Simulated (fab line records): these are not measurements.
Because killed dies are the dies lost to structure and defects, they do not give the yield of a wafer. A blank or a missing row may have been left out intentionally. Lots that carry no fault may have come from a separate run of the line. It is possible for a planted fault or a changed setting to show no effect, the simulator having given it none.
Which tool did it? :: flow sky130 :: Sampling: 12 lots, 36 wafers, 7 of 708 route steps

== WHAT THE GAUGES READ, wafer by wafer ==
SKY_FIELD_ISO_THK_MEAS_25. Usual: FIELD_ISO_CVD_24_THK typically reads 595 nm, with standard deviation 8.
lot: L173
measured: day 2 22:24
on: film-metro-02
FIELD_ISO_CVD_24_THK (nm): 590 597 595
flag: 

lot: L176
measured: day 2 23:58
on: film-metro-01
FIELD_ISO_CVD_24_THK (nm): 605 606 590
flag: 

lot: L180
measured: day 3 20:22
on: film-metro-03
FIELD_ISO_CVD_24_THK (nm): 594 593 581
flag: 

lot: L181
measured: day 4 02:18
on: film-metro-03
FIELD_ISO_CVD_24_THK (nm): 576 592 583
flag: 

lot: L182
measured: day 4 07:07
on: film-metro-02
FIELD_ISO_CVD_24_THK (nm): 591 593 569
flag: 

lot: L186
measured: day 5 03:35
on: film-metro-01
FIELD_ISO_CVD_24_THK (nm): 591 593 589
flag: 

lot: L188
measured: day 5 15:46
on: film-metro-01
FIELD_ISO_CVD_24_THK (nm): 590 597 603
flag: 

lot: L190
measured: day 5 23:55
on: film-metro-01
FIELD_ISO_CVD_24_THK (nm): 587 592 591
flag: 

lot: L193
measured: day 6 16:46
on: film-metro-01
FIELD_ISO_CVD_24_THK (nm): 592 598 601
flag: 

lot: L194
measured: day 6 19:27
on: film-metro-02
FIELD_ISO_CVD_24_THK (nm): 600 602 592
flag: 

lot: L195
measured: day 7 02:01
on: film-metro-01
FIELD_ISO_CVD_24_THK (nm): 601 603 589
flag: 

lot: L196
measured: day 7 13:23
on: film-metro-03
FIELD_ISO_CVD_24_THK (nm): 593 592 585
flag: 

SKY_NWELL_TW_MEAS_15. Usual: NWELL_TW typically reads 1812, with standard deviation 15.
lot: L173
measured: day 5 07:10
on: film-metro-03
NWELL_TW: 1812 1816 1817
flag: 

lot: L176
measured: day 5 08:35
on: film-metro-04
NWELL_TW: 1802 1799 1799
flag: 

lot: L180
measured: day 6 08:18
on: film-metro-04
NWELL_TW: 1789 1795 1792
flag: 

lot: L181
measured: day 6 14:24
on: film-metro-04
NWELL_TW: 1805 1806 1804
flag: 

lot: L182
measured: day 6 17:11
on: film-metro-01
NWELL_TW: 1829 1819 1822
flag: 

lot: L186
measured: day 7 21:25
on: film-metro-01
NWELL_TW: 1822 1827 1827
flag: 

lot: L188
measured: day 8 09:31
on: film-metro-01
NWELL_TW: 1831 1833 1830
flag: 

lot: L190
measured: day 8 17:10
on: film-metro-04
NWELL_TW: 1796 1790 1800
flag: 

lot: L193
measured: day 9 10:04
on: film-metro-01
NWELL_TW: 1828 1823 1833
flag: 

lot: L194
measured: day 9 15:31
on: film-metro-01
NWELL_TW: 1831 1827 1822
flag: 

lot: L195
measured: day 9 20:21
on: film-metro-03
NWELL_TW: 1813 1822 1822
flag: 

lot: L196
measured: day 10 11:10
on: film-metro-04
NWELL_TW: 1796 1789 1806
flag: 

SKY_VT_ADJUST_HVTP_CD_MEAS_07 targets a cd of 380 nm. Usual: cd-nm at 379.8 nm, with a standard deviation of 2.4.
lot: L173
measured: day 6 19:17
on: cd-sem-01
cd-nm (nm): 378.0 378.7 380.4
flag: 

lot: L176
measured: day 6 22:02
on: cd-sem-01
cd-nm (nm): 376.8 378.8 377.7
flag: 

lot: L180
measured: day 8 00:21
on: cd-sem-01
cd-nm (nm): 381.8 381.1 382.2
flag: 

lot: L181
measured: day 8 07:26
on: cd-sem-01
cd-nm (nm): 379.4 382.5 379.7
flag: 

lot: L182
measured: day 8 09:17
on: cd-sem-02
cd-nm (nm): 382.5 381.0 382.5
flag: 

lot: L186
measured: day 9 16:00
on: cd-sem-01
cd-nm (nm): 379.3 375.9 375.9
flag: 

lot: L188
measured: day 10 04:47
on: cd-sem-01
cd-nm (nm): 383.9 383.4 384.8
flag: 

lot: L190
measured: day 10 12:46
on: cd-sem-02
cd-nm (nm): - - -
flag: OFF

lot: L193
measured: day 11 06:37
on: cd-sem-01
cd-nm (nm): 378.8 379.0 379.4
flag: 

lot: L194
measured: day 11 12:47
on: cd-sem-02
cd-nm (nm): 380.7 381.0 378.3
flag: 

lot: L195
measured: day 11 17:23
on: cd-sem-01
cd-nm (nm): 379.5 379.8 377.7
flag: 

lot: L196
measured: day 12 10:13
on: cd-sem-01
cd-nm (nm): 383.4 383.4 382.5
flag: 

SKY_VT_ADJUST_HVTP_TW_MEAS_11. Usual: VT_ADJUST_HVTP_TW typically reads 1356, with standard deviation 8.
lot: L173
measured: day 6 19:53
on: film-metro-04
VT_ADJUST_HVTP_TW: 1353 1352 1356
flag: 

lot: L176
measured: day 6 22:25
on: film-metro-03
VT_ADJUST_HVTP_TW: 1354 1361 1355
flag: 

lot: L180
measured: day 8 00:45
on: film-metro-04
VT_ADJUST_HVTP_TW: 1344 1349 1338
flag: 

lot: L181
measured: day 8 07:50
on: film-metro-04
VT_ADJUST_HVTP_TW: 1353 1343 1342
flag: 

lot: L182
measured: day 8 09:40
on: film-metro-03
VT_ADJUST_HVTP_TW: 1371 1377 1366
flag: 

lot: L186
measured: day 9 16:23
on: film-metro-03
VT_ADJUST_HVTP_TW: 1377 1360 1360
flag: 

lot: L188
measured: day 10 05:11
on: film-metro-02
VT_ADJUST_HVTP_TW: 1352 1350 1358
flag: 

lot: L190
measured: day 10 13:11
on: film-metro-04
VT_ADJUST_HVTP_TW: 30 30 30
flag: OFF

lot: L193
measured: day 11 07:01
on: film-metro-02
VT_ADJUST_HVTP_TW: 1359 1357 1354
flag: 

lot: L194
measured: day 11 13:11
on: film-metro-03
VT_ADJUST_HVTP_TW: 1351 1355 1353
flag: 

lot: L195
measured: day 11 17:47
on: film-metro-03
VT_ADJUST_HVTP_TW: 1355 1357 1358
flag: 

lot: L196
measured: day 12 10:38
on: film-metro-02
VT_ADJUST_HVTP_TW: 1349 1348 1344
flag: 

SKY_VT_ADJUST_LVTN_TW_MEAS_21. Usual: VT_ADJUST_LVTN_2_TW typically reads 188.4, with standard deviation 1.4.
lot: L173
measured: day 8 11:41
on: film-metro-04
VT_ADJUST_LVTN_2_TW: 187.0 186.5 187.1
flag: 

lot: L176
measured: day 8 15:07
on: film-metro-01
VT_ADJUST_LVTN_2_TW: 190.5 189.9 190.4
flag: 

lot: L180
measured: day 9 19:38
on: film-metro-01
VT_ADJUST_LVTN_2_TW: 190.8 190.5 190.3
flag: 

lot: L181
measured: day 10 03:14
on: film-metro-04
VT_ADJUST_LVTN_2_TW: 185.8 186.1 186.1
flag: 

lot: L182
measured: day 10 04:47
on: film-metro-02
VT_ADJUST_LVTN_2_TW: 188.4 188.1 188.8
flag: 

lot: L186
measured: day 11 13:08
on: film-metro-04
VT_ADJUST_LVTN_2_TW: 187.5 186.6 186.9
flag: 

lot: L188
measured: day 12 03:39
on: film-metro-02
VT_ADJUST_LVTN_2_TW: 188.2 187.2 187.3
flag: 

lot: L190
measured: day 12 12:06
on: film-metro-04
VT_ADJUST_LVTN_2_TW: 1354.8 1349.3 1350.6
flag: OFF

lot: L193
measured: day 13 08:20
on: film-metro-04
VT_ADJUST_LVTN_2_TW: 188.8 188.4 188.7
flag: 

lot: L194
measured: day 13 14:43
on: film-metro-01
VT_ADJUST_LVTN_2_TW: 189.7 189.0 189.0
flag: 

lot: L195
measured: day 13 19:26
on: film-metro-04
VT_ADJUST_LVTN_2_TW: 188.3 187.7 188.2
flag: 

lot: L196
measured: day 14 12:56
on: film-metro-01
VT_ADJUST_LVTN_2_TW: 189.2 189.5 189.4
flag: 

== TOOL THAT RAN EACH LOT (tool first, then ch and the chambers of the sampled wafers, then the start) ==
lot: L173
SKY_NWELL_RTA_28: rtp-anneal-02 ch 0, day 6 00:29
SKY_VT_ADJUST_HVTP_EXPOSE_04: iline-stepper-02 ch 0, day 6 10:16

lot: L176
SKY_NWELL_RTA_28: rtp-anneal-01 ch 0, day 6 02:40
SKY_VT_ADJUST_HVTP_EXPOSE_04: iline-stepper-02 ch 0, day 6 12:55

lot: L180
SKY_NWELL_RTA_28: rtp-anneal-01 ch 0, day 7 04:05
SKY_VT_ADJUST_HVTP_EXPOSE_04: iline-stepper-02 ch 0, day 7 14:26

lot: L181
SKY_NWELL_RTA_28: rtp-anneal-02 ch 0, day 7 10:32
SKY_VT_ADJUST_HVTP_EXPOSE_04: iline-stepper-01 ch 0, day 7 20:33

lot: L182
SKY_NWELL_RTA_28: rtp-anneal-02 ch 0, day 7 13:13
SKY_VT_ADJUST_HVTP_EXPOSE_04: iline-stepper-01 ch 0, day 7 23:17

lot: L186
SKY_NWELL_RTA_28: rtp-anneal-01 ch 0, day 8 18:26
SKY_VT_ADJUST_HVTP_EXPOSE_04: iline-stepper-02 ch 0, day 9 05:46

lot: L188
SKY_NWELL_RTA_28: rtp-anneal-01 ch 0, day 9 06:25
SKY_VT_ADJUST_HVTP_EXPOSE_04: iline-stepper-02 ch 0, day 9 17:43

lot: L190
SKY_NWELL_RTA_28: rtp-anneal-01 ch 0, day 9 15:01
SKY_VT_ADJUST_HVTP_EXPOSE_04: iline-stepper-01 ch 0, day 10 02:32

lot: L193
SKY_NWELL_RTA_28: rtp-anneal-01 ch 0, day 10 08:02
SKY_VT_ADJUST_HVTP_EXPOSE_04: iline-stepper-02 ch 0, day 10 19:19

lot: L194
SKY_NWELL_RTA_28: rtp-anneal-02 ch 0, day 10 13:08
SKY_VT_ADJUST_HVTP_EXPOSE_04: iline-stepper-01 ch 0, day 11 01:55

lot: L195
SKY_NWELL_RTA_28: rtp-anneal-01 ch 0, day 10 18:34
SKY_VT_ADJUST_HVTP_EXPOSE_04: iline-stepper-01 ch 0, day 11 06:18

lot: L196
SKY_NWELL_RTA_28: rtp-anneal-01 ch 0, day 11 10:22
SKY_VT_ADJUST_HVTP_EXPOSE_04: iline-stepper-01 ch 0, day 11 22:59
- SKY_NWELL_RTA_28: time 30 s.
- SKY_VT_ADJUST_HVTP_EXPOSE_04: exposes mask HVTPM, target cd 380 nm.

== AS READ BY THE TOOLS THEMSELVES (means over the sampled wafers that have a number; for cases with no such wafer, the mark the record gives instead) ==
SKY_NWELL_RTA_28. Usual: lamp-power-pct 25.31 %, standard deviation 0.053; wafer_temp_C_max 1054.9, standard deviation 1.
lot: L173
tool: rtp-anneal-02
lamp-power-pct (%): 25.30
wafer_temp_C_max: 1055.7
flag: 

lot: L176
tool: rtp-anneal-01
lamp-power-pct (%): 25.33
wafer_temp_C_max: 1054.7
flag: 

lot: L180
tool: rtp-anneal-01
lamp-power-pct (%): 25.31
wafer_temp_C_max: 1055.2
flag: 

lot: L181
tool: rtp-anneal-02
lamp-power-pct (%): 25.26
wafer_temp_C_max: 1054.7
flag: 

lot: L182
tool: rtp-anneal-02
lamp-power-pct (%): 25.28
wafer_temp_C_max: 1054.3
flag: 

lot: L186
tool: rtp-anneal-01
lamp-power-pct (%): 25.32
wafer_temp_C_max: 1053.8
flag: 

lot: L188
tool: rtp-anneal-01
lamp-power-pct (%): 25.32
wafer_temp_C_max: 1054.1
flag: 

lot: L190
tool: rtp-anneal-01
lamp-power-pct (%): 25.31
wafer_temp_C_max: 1054.0
flag: 

lot: L193
tool: rtp-anneal-01
lamp-power-pct (%): 25.31
wafer_temp_C_max: 1055.7
flag: 

lot: L194
tool: rtp-anneal-02
lamp-power-pct (%): 25.28
wafer_temp_C_max: 1054.2
flag: 

lot: L195
tool: rtp-anneal-01
lamp-power-pct (%): 25.29
wafer_temp_C_max: 1055.3
flag: 

lot: L196
tool: rtp-anneal-01
lamp-power-pct (%): 25.30
wafer_temp_C_max: 1055.5
flag: 

== THE ANSWER, worked out from the rows above alone ==
Rule: take the mean of a lot's wafers that have a number; if it is more than 3 standard deviations from the usual mean, the lot is off. Also off: a lot with no number at a reading for which 4 or more lots have one. Where the step has rows for the other lots, those lots are counted as sound. First the gauges in route order, then the tools' own readings, where a lot's mean is used as printed above. At the first step where some lot is off, the reading lying furthest off is the one used; lots without a number count as furthest.
Off: L190, at SKY_VT_ADJUST_HVTP_CD_MEAS_07 (cd-nm). Without a number there: L190.
A tool fits if, at a process step before that reading, it ran every lot that is off, and no sound lot after the first of them. The gauges at SKY_VT_ADJUST_HVTP_CD_MEAS_07 aren't tried: what is off there is off at SKY_VT_ADJUST_HVTP_TW_MEAS_11 too, on other tools, and a gauge's error can't cause that. No candidate that was tried fits.

== WHAT HAD BEEN PUT IN BY THE SIMULATOR ==
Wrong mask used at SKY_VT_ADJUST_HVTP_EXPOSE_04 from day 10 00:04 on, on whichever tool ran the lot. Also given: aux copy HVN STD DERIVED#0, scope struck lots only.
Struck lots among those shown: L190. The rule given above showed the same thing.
